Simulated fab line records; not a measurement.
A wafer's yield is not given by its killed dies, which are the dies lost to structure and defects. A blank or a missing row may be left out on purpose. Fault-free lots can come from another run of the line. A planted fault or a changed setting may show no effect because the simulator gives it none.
The tool behind it: which one? ; flow sky130 ; 36 wafers from 12 lots sampled at 3 of the route's 708 steps

## WHAT EACH GAUGE READ, for each wafer
SKY_METAL1_RS_MEAS_05: the measuring method here is four-point-probe.
lot;measured;on;METAL1_ALCU_RS (ohm/sq)
L075;day 32 07:36;film-metro-01;0.1278 0.1270 0.1283
L077;day 33 09:50;film-metro-04;0.1262 0.1273 0.1256
L079;day 33 23:21;film-metro-02;0.1272 0.1278 0.1274
L081;day 34 21:35;film-metro-01;0.1266 0.1268 0.1265
L083;day 35 10:07;film-metro-01;0.1261 0.1262 0.1259
L085;day 36 00:23;film-metro-04;0.1271 0.1264 0.1268
L087;day 36 13:13;film-metro-01;0.1236 0.1249 0.1231
L088;day 36 21:32;film-metro-02;0.1293 0.1278 0.1282
L091;day 37 19:48;film-metro-01;0.1266 0.1272 0.1275
L093;day 38 04:22;film-metro-01;0.1272 0.1274 0.1269
L095;day 38 18:14;film-metro-04;0.1260 0.1254 0.1258
L097;day 39 08:02;film-metro-02;0.1272 0.1271 0.1268

## WHICH TOOL RAN EACH LOT (tool, then ch and the chambers of the sampled wafers, then the start)
lot;SKY_POLY_GATE_STRIP_18;SKY_CONTACT_STRIP_19
L075;plasma-asher-03 ch 0,1, day 16 16:02;plasma-asher-01 ch 0,1, day 32 03:30
L077;plasma-asher-03 ch 0,1, day 17 20:22;plasma-asher-01 ch 1, day 33 08:27
L079;plasma-asher-02 ch 0,1, day 18 14:36;plasma-asher-02 ch 0,1, day 33 21:54
L081;plasma-asher-02 ch 0,1, day 19 11:18;plasma-asher-03 ch 0,1, day 34 20:12
L083;plasma-asher-02 ch 0, day 20 02:46;plasma-asher-02 ch 0,1, day 35 08:42
L085;plasma-asher-03 ch 0,1, day 20 23:36;plasma-asher-02 ch 0,1, day 35 22:45
L087;plasma-asher-03 ch 0,1, day 21 13:05;plasma-asher-02 ch 0,1, day 36 11:45
L088;plasma-asher-02 ch 0,1, day 22 01:23;plasma-asher-01 ch 0,1, day 36 20:09
L091;plasma-asher-03 ch 0,1, day 23 01:55;plasma-asher-01 ch 0,1, day 37 18:24
L093;plasma-asher-01 ch 0,1, day 23 13:56;plasma-asher-03 ch 0,1, day 38 02:58
L095;plasma-asher-01 ch 0,1, day 24 04:55;plasma-asher-01 ch 0,1, day 38 16:48
L097;plasma-asher-03 ch 0,1, day 24 22:13;plasma-asher-03 ch 0,1, day 39 06:37
- SKY_POLY_GATE_STRIP_18: strips in O2/N2.
- SKY_CONTACT_STRIP_19: strips in O2/N2.

## THE ANSWER, worked out from the rows above alone
Rule: the lots themselves supply what counts as usual. Put in order of their means at a reading, lots are off if they are a third of the lots or fewer, leave a main group of 4 or more, and stand apart from it by a gap of 3 or more times the standard deviation of the main group's means; of several such gaps the widest counts. The tables above print the reading to a certain number of digits; a main group whose means all agree to those digits is not used. Also off: a lot with no number at a reading for which 4 or more lots have one. All remaining lots with rows at the step are treated as sound.
No lot is off at any reading shown: from this, nothing can be told.

## WHAT WAS PUT IN BY THE SIMULATOR
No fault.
